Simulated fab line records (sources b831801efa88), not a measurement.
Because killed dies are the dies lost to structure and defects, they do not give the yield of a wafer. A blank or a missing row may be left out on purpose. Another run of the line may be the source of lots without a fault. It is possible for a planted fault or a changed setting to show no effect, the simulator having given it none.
A lot that was struck, set against a sound lot / flow sky130 / 18 steps out of a route of 708
Sound: the wafers L623.2, L623.5, L623.6. The struck wafers were L633.2, L633.4, L633.6. The cause is named last.
Each step with rows lists, per side, the tool, then ch with its chambers, then its first start. Under that, the readings that differ: sound wafers / struck wafers / difference of the means / sigmas: that difference in standard deviations of wafers without a fault.
alike: words and numbers the same on both sides, and readings whose means are apart by under 2 such deviations; not compared: readings that were withheld, readings missing a value for some wafer, numbers with overlapping values and no deviation given by the record, and bounds like >300 which may hide the same value.
Wherever a step has rows on one side only, a row that says differs or no value, or a row with sigmas, the two part there. When numbers do not overlap yet have no deviation, they are printed without sigmas and do not part them. A reading missing from all wafers of one side parts the sides only when that side holds two or more wafers.

first, 1 step without rows for these wafers: SKY_VT_ADJUST_PCH_IMPLANT_08.
SKY_VT_ADJUST_PCH_STRIP_09: strips in O2/N2.
  sound on plasmaAsher-01 ch 0,1, day 10 16:38; struck on plasmaAsher-01 ch 0,1, day 13 17:50
  alike: drypumpMotorCurrentA, o2FlowSccm, oesProductAu, stripTimeToEndpointS
  not compared: rfHoursCounterH
SKY_VT_ADJUST_PCH_TW_MEAS_10:
  struck on filmMetro-04, day 13 17:57; sound on filmMetro-02, day 10 16:45
  alike: VT_ADJUST_PCH_TW
then, 7 steps without rows for these wafers: SKY_SONOS_TUNNEL_DEHYDRATE_00 (time 60 s); SKY_SONOS_TUNNEL_HMDS_01 (prime time 60 s); SKY_SONOS_TUNNEL_COAT_02 (resist thk 1124 nm); SKY_SONOS_TUNNEL_SOFTBAKE_03 (time 60 s); SKY_SONOS_TUNNEL_EXPOSE_04 (exposes mask TUNM, target cd 410 nm); SKY_SONOS_TUNNEL_PEB_05; SKY_SONOS_TUNNEL_DEVELOP_06 (develop time 60 s).
SKY_SONOS_TUNNEL_CD_MEAS_07: target cd 410 nm.
  struck on cdSem-02, day 14 18:57; sound on cdSem-01, day 11 15:13
  alike: cdNm
SKY_SONOS_TUNNEL_OVL_MEAS_08:
  struck on overlay-02, day 14 19:04; sound on overlay-02, day 11 15:19
  alike: SONOS_TUNNEL_OVL
SKY_SONOS_TUNNEL_IMPLANT_09:
  sound on implanter-01 ch 0, day 11 15:22; struck on implanter-01 ch 0, day 14 19:07
reading=doseIonsCm2; sound=9.989e+11 9.992e+11 9.98e+11; struck=1.6302e+12 1.6293e+12 1.6299e+12; difference=+6.3110e+11; sigmas=+99 or more
reading=faradayCurrentUA; sound=5.54 5.74 5.56; struck=9.31 9.13 9.30; difference=+3.63; sigmas=+33
then, 2 steps without rows for these wafers: SKY_SONOS_TUNNEL_WET_ETCH_10 (etches SiO2 in dHF, target depth 14 nm, time 280 s); SKY_SONOS_TUNNEL_STRIP_11 (strips in SPM, time 600 s).
SKY_SONOS_TUNNEL_TW_MEAS_12:
  struck on filmMetro-04, day 14 19:31; sound on filmMetro-01, day 11 15:46
reading=SONOS_TUNNEL_TW; sound=200.3 199.9 199.0; struck=226.4 224.9 225.4; difference=+25.8; sigmas=+22
then, 1 step without rows for these wafers: SKY_SONOS_TUNNEL_CLEAN_13 (cleans in dHF, time 20 s).
SKY_PAD_OPEN_PROBE_99:
  rows exist in the record for the sound wafers here (prober-01, day 46 00:20), none for the struck ones

WHERE THEY PART
First at SKY_SONOS_TUNNEL_IMPLANT_09; last, within this record, at SKY_PAD_OPEN_PROBE_99.

WHY: what had been put in by the simulator
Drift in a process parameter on implanter-01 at SKY_SONOS_TUNNEL_IMPLANT_09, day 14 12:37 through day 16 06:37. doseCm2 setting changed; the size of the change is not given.
